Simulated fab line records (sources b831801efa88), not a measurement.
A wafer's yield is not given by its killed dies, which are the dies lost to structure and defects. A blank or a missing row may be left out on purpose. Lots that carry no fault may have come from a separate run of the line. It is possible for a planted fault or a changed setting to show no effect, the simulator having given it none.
Which of the tools did it? | flow sky130 | 24 lots, 72 wafers sampled, at 4 steps of a route of 708

## WHAT THE GAUGES SHOWED, per wafer
SKY_POLY_GATE_OVL_MEAS_14.
lot  | measured     | on         | POLY_GATE_OVL (nm)
L074 | day 16 21:17 | overlay-01 | 8 14 0
L075 | day 17 11:58 | overlay-01 | 5 10 9
L076 | day 17 15:20 | overlay-01 | -3 -10 -7
L077 | day 17 22:43 | overlay-01 | 10 3 3
L078 | day 18 10:20 | overlay-01 | 6 7 11
L079 | day 18 15:13 | overlay-02 | 0 -1 2
L080 | day 18 23:27 | overlay-02 | 3 11 7
L081 | day 19 15:51 | overlay-01 | 7 -8 -3
L082 | day 19 23:31 | overlay-01 | 2 -3 3
L083 | day 20 03:14 | overlay-01 | 5 -1 -8
L084 | day 20 12:46 | overlay-01 | -1 0 3
L085 | day 21 02:25 | overlay-02 | 9 3 14
L086 | day 21 05:35 | overlay-01 | 4 5 7
L087 | day 21 16:22 | overlay-02 | 0 6 0
L088 | day 22 03:11 | overlay-02 | 6 8 4
L089 | day 22 09:58 | overlay-01 | 1 -6 -1
L090 | day 23 02:04 | overlay-02 | -10 -4 1
L091 | day 23 04:07 | overlay-02 | -7 -1 -4
L092 | day 23 07:50 | overlay-02 | 11 7 12
L093 | day 23 13:02 | overlay-02 | -9 1 1
L094 | day 24 04:22 | overlay-02 | -4 -1 0
L095 | day 24 15:11 | overlay-01 | 2 10 14
L096 | day 24 17:21 | overlay-02 | 13 10 4
L097 | day 24 20:17 | overlay-01 | 2 -1 3

SKY_LI_CONTACT_RS_MEAS_22: the measuring method here is four-point-probe.
lot  | measured     | on            | LI_CONTACT_W_RS (ohm/sq)
L074 | day 29 23:05 | film-metro-03 | 0.287 0.283 0.280
L075 | day 30 09:38 | film-metro-03 | 0.279 0.290 0.282
L076 | day 30 12:50 | film-metro-04 | 0.288 0.288 0.279
L077 | day 31 02:54 | film-metro-01 | 0.286 0.279 0.280
L078 | day 31 12:55 | film-metro-04 | 0.287 0.280 0.285
L079 | day 31 13:54 | film-metro-03 | 0.278 0.287 0.279
L080 | day 31 20:43 | film-metro-03 | 0.289 0.284 0.288
L081 | day 32 13:11 | film-metro-01 | 0.282 0.287 0.280
L082 | day 32 19:24 | film-metro-01 | 0.285 0.276 0.286
L083 | day 33 03:05 | film-metro-04 | 0.276 0.277 0.285
L084 | day 33 07:23 | film-metro-03 | 0.279 0.281 0.285
L085 | day 33 19:07 | film-metro-01 | 0.290 0.280 0.287
L086 | day 33 19:29 | film-metro-04 | 0.278 0.276 0.288
L087 | day 34 05:53 | film-metro-01 | 0.281 0.280 0.280
L088 | day 34 16:41 | film-metro-01 | 0.284 0.283 0.291
L089 | day 34 23:14 | film-metro-03 | 0.279 0.275 0.274
L090 | day 35 12:58 | film-metro-04 | 0.277 0.285 0.278
L091 | day 35 16:44 | film-metro-04 | 0.284 0.278 0.281
L092 | day 35 18:50 | film-metro-03 | 0.280 0.287 0.285
L093 | day 36 01:08 | film-metro-03 | 0.281 0.287 0.287
L094 | day 36 10:40 | film-metro-01 | 0.277 0.289 0.278
L095 | day 36 20:05 | film-metro-01 | 0.286 0.278 0.285
L096 | day 36 21:41 | film-metro-04 | 0.277 0.282 0.278
L097 | day 37 00:49 | film-metro-01 | 0.288 0.280 0.281

SKY_VIA1_BOW_MEAS_03.
lot  | measured     | on            | VIA1_BOW (um)
L074 | day 33 16:19 | film-metro-03 | 85 75 77
L075 | day 34 03:22 | film-metro-01 | 85 78 86
L076 | day 34 06:49 | film-metro-03 | 83 85 82
L077 | day 34 20:09 | film-metro-03 | 84 72 82
L078 | day 35 04:52 | film-metro-04 | 76 73 77
L079 | day 35 05:11 | film-metro-01 | 94 89 82
L080 | day 35 11:59 | film-metro-04 | 82 78 89
L081 | day 36 04:07 | film-metro-03 | 83 85 83
L082 | day 36 09:38 | film-metro-01 | 96 87 94
L083 | day 36 18:26 | film-metro-03 | 79 90 84
L084 | day 36 23:04 | film-metro-03 | 88 76 87
L085 | day 37 08:47 | film-metro-04 | 81 77 92
L086 | day 37 09:59 | film-metro-04 | 94 84 70
L087 | day 37 19:13 | film-metro-01 | 63 70 79
L088 | day 38 07:21 | film-metro-04 | 71 77 82
L089 | day 38 13:21 | film-metro-03 | 79 76 103
L090 | day 39 03:44 | film-metro-03 | 88 79 86
L091 | day 39 06:14 | film-metro-03 | 77 76 80
L092 | day 39 07:35 | film-metro-01 | 77 90 78
L093 | day 39 13:17 | film-metro-04 | 66 76 82
L094 | day 39 22:31 | film-metro-03 | 78 85 82
L095 | day 40 07:25 | film-metro-04 | 84 91 82
L096 | day 40 08:58 | film-metro-03 | 61 78 82
L097 | day 40 12:26 | film-metro-01 | 85 82 81

## TOOL THAT RAN EACH LOT (tool first, then ch and the chambers of the sampled wafers, then the start)
lot  | SKY_SONOS_ONO_ETCH_15
L074 | rie-diel-04 ch 2,3, day 13 01:21
L075 | rie-diel-04 ch 1,2,3, day 13 08:37
L076 | rie-diel-03 ch 0,2, day 13 18:54
L077 | rie-diel-04 ch 0,2, day 13 23:54
L078 | rie-diel-04 ch 1,2,3, day 14 12:42
L079 | rie-diel-04 ch 0,1, day 14 17:01
L080 | rie-diel-03 ch 1,2, day 14 23:16
L081 | rie-diel-02 ch 0,3, day 15 09:55
L082 | rie-diel-02 ch 0,1,3, day 15 19:28
L083 | rie-diel-02 ch 0,1,3, day 16 01:16
L084 | rie-diel-02 ch 0,1,3, day 16 09:01
L085 | rie-diel-04 ch 1,2,3, day 16 17:01
L086 | rie-diel-04 ch 1,2, day 17 00:19
L087 | rie-diel-02 ch 2,3, day 17 12:04
L088 | rie-diel-03 ch 1,2,3, day 17 20:55
L089 | rie-diel-03 ch 2,3, day 18 05:01
L090 | rie-diel-02 ch 1,2,3, day 18 15:10
L091 | rie-diel-03 ch 0,1,3, day 18 19:55
L092 | rie-diel-03 ch 0,1,3, day 18 22:28
L093 | rie-diel-02 ch 2,3, day 19 09:31
L094 | rie-diel-04 ch 0,1,2, day 19 22:37
L095 | rie-diel-04 ch 1,2, day 20 09:29
L096 | rie-diel-02 ch 2,3, day 20 12:31
L097 | rie-diel-02 ch 1,3, day 20 15:22
- SKY_SONOS_ONO_ETCH_15: etches the open film in CHF3/O2, target depth 19.52 nm, time 7.8 s.

## WHAT THE TOOLS THEMSELVES READ (means of the sampled wafers that have a number; where no wafer has one, the mark that the record gives instead)
SKY_SONOS_ONO_ETCH_15.
lot  | tool        | drypump-motor-current-A (A) | oes-product-au (a.u.) | throttle-valve-pct (%)
L074 | rie-diel-04 | 5.8                         | 1.002                 | 8.824
L075 | rie-diel-04 | 5.7                         | 0.996                 | 8.821
L076 | rie-diel-03 | 5.8                         | 1.003                 | 8.824
L077 | rie-diel-04 | 5.3                         | 1.005                 | 8.823
L078 | rie-diel-04 | 5.7                         | 1.005                 | 8.823
L079 | rie-diel-04 | 6.0                         | 1.007                 | 8.823
L080 | rie-diel-03 | 5.9                         | 1.004                 | 8.821
L081 | rie-diel-02 | 5.7                         | 0.999                 | 8.836
L082 | rie-diel-02 | 5.6                         | 0.998                 | 8.829
L083 | rie-diel-02 | 5.6                         | 1.000                 | 8.821
L084 | rie-diel-02 | 5.6                         | 0.998                 | 8.828
L085 | rie-diel-04 | 5.7                         | 1.009                 | 8.824
L086 | rie-diel-04 | 5.2                         | 1.011                 | 8.825
L087 | rie-diel-02 | 5.8                         | 0.994                 | 8.826
L088 | rie-diel-03 | 5.8                         | 1.007                 | 8.829
L089 | rie-diel-03 | 5.9                         | 1.000                 | 8.826
L090 | rie-diel-02 | 5.6                         | 0.997                 | 8.821
L091 | rie-diel-03 | 5.5                         | 1.012                 | 8.818
L092 | rie-diel-03 | 5.5                         | 1.003                 | 8.827
L093 | rie-diel-02 | 5.8                         | 0.999                 | 8.824
L094 | rie-diel-04 | 5.7                         | 1.009                 | 8.816
L095 | rie-diel-04 | 5.5                         | 1.007                 | 8.824
L096 | rie-diel-02 | 5.8                         | 0.994                 | 8.819
L097 | rie-diel-02 | 5.4                         | 0.995                 | 8.817

## THE ANSWER, worked out from the rows above alone
Rule: the usual values come from the lots themselves. Put in order of their means at a reading, lots are off if they are a third of the lots or fewer, leave a main group of 4 or more, and stand apart from it by a gap of 3 or more times the standard deviation of the main group's means; of several such gaps the widest counts. A main group whose means are all the same, to the digits that the tables above print for the reading, isn't used. Also off: a lot with no number at a reading for which 4 or more lots have one. The other lots that the step has rows for count as sound. Order of review: gauges by route order, followed by the tools' own readings, for which a lot's mean as printed above is used. At the first step where some lot is off, the reading lying furthest off is the one used; lots without a number count as furthest.
No lot is off on any of the readings shown, so nothing can be concluded from this.

## WHAT HAD BEEN PUT IN BY THE SIMULATOR
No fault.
